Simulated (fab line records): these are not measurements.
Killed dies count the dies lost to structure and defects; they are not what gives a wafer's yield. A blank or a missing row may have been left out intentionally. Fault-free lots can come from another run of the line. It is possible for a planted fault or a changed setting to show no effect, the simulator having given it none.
Which of the tools did it?    flow sky130    11 lots with 33 wafers sampled at 3 steps, on a route of 708 steps

== WHAT EACH GAUGE READ, for each wafer ==
SKY_VIA3_CD_MEAS_12: the cd target is 200 nm. Usual: cdNm reads 200.1 nm (standard deviation 1.1).
lot   measured      on        cdNm (nm)          flag
L555  day 40 00:16  cdSem-01  201.8 199.8 198.8  
L556  day 40 05:52  cdSem-02  199.5 199.9 199.2  
L557  day 40 21:17  cdSem-02  202.2 200.8 199.8  
L558  day 41 00:56  cdSem-02  199.6 201.0 200.4  
L563  day 42 10:59  cdSem-02  199.4 199.1 200.5  
L564  day 42 21:30  cdSem-01  200.8 199.4 201.0  
L569  day 43 17:53  cdSem-01  199.4 200.3 200.3  
L575  day 45 12:27  cdSem-02  202.0 201.7 201.2  
L576  day 45 19:55  cdSem-01  200.4 200.2 200.8  
L577  day 45 20:36  cdSem-02  200.3 198.5 197.8  
L578  day 46 03:24  cdSem-02  197.3 198.7 199.0  

SKY_METAL4_CD_MEAS_13: the cd target is 300 nm. Usual: cdNm reads 300.2 nm (standard deviation 1.6).
lot   measured      on        cdNm (nm)          flag
L555  day 42 03:37  cdSem-02  298.9 299.0 299.5  
L556  day 42 09:14  cdSem-02  301.8 301.8 300.8  
L557  day 42 22:56  cdSem-01  300.0 301.2 301.1  
L558  day 43 03:11  cdSem-01  304.2 304.1 305.8  
L563  day 44 11:11  cdSem-01  298.3 270.3 300.7  OFF
L564  day 44 20:20  cdSem-01  297.7 267.8 299.4  OFF
L569  day 45 16:26  cdSem-01  300.8 299.8 299.0  
L575  day 47 08:24  cdSem-02  299.7 300.6 300.0  
L576  day 47 16:07  cdSem-02  301.3 301.3 301.7  
L577  day 47 16:44  cdSem-02  301.2 301.1 301.2  
L578  day 47 22:50  cdSem-01  302.0 303.3 301.5  

== WHICH TOOL RAN EACH LOT (tool, then ch and the chambers of the sampled wafers, then the start) ==
lot   SKY_METAL4_EXPOSE_10
L555  krfScanner-02 ch 0, day 41 14:59
L556  krfScanner-02 ch 0, day 41 21:17
L557  krfScanner-02 ch 0, day 42 11:44
L558  krfScanner-01 ch 0, day 42 15:31
L563  krfScanner-01 ch 0, day 44 00:44
L564  krfScanner-01 ch 0, day 44 09:29
L569  krfScanner-02 ch 0, day 45 05:46
L575  krfScanner-01 ch 0, day 46 22:09
L576  krfScanner-02 ch 0, day 47 05:44
L577  krfScanner-01 ch 0, day 47 06:55
L578  krfScanner-01 ch 0, day 47 13:15
- SKY_METAL4_EXPOSE_10: exposes mask MM4, target cd 300 nm.

== AS READ BY THE TOOLS THEMSELVES (means over the sampled wafers that have a number; for cases with no such wafer, the mark the record gives instead) ==
The record holds no such reading with a usual standard deviation.

== THE ANSWER, worked out from the rows above alone ==
Rule: take the mean of a lot's wafers that have a number; if it is more than 3 standard deviations from the usual mean, the lot is off. Also off: a lot with no number at a reading for which 4 or more lots have one. All remaining lots with rows at the step are treated as sound. After the gauges, taken in route order, come the tools' own readings; for these a lot's mean is taken, as printed above. At the first step where some lot is off, the reading lying furthest off is the one used; lots without a number count as furthest.
Off: L563, L564 (SKY_METAL4_CD_MEAS_13, cdNm).
A tool fits if, at a process step before that reading, it ran every lot that is off, and no sound lot after the first of them. The gauges at SKY_METAL4_CD_MEAS_13 are tried like those tools. Of those tried, none fits.

== WHAT WAS PUT IN BY THE SIMULATOR ==
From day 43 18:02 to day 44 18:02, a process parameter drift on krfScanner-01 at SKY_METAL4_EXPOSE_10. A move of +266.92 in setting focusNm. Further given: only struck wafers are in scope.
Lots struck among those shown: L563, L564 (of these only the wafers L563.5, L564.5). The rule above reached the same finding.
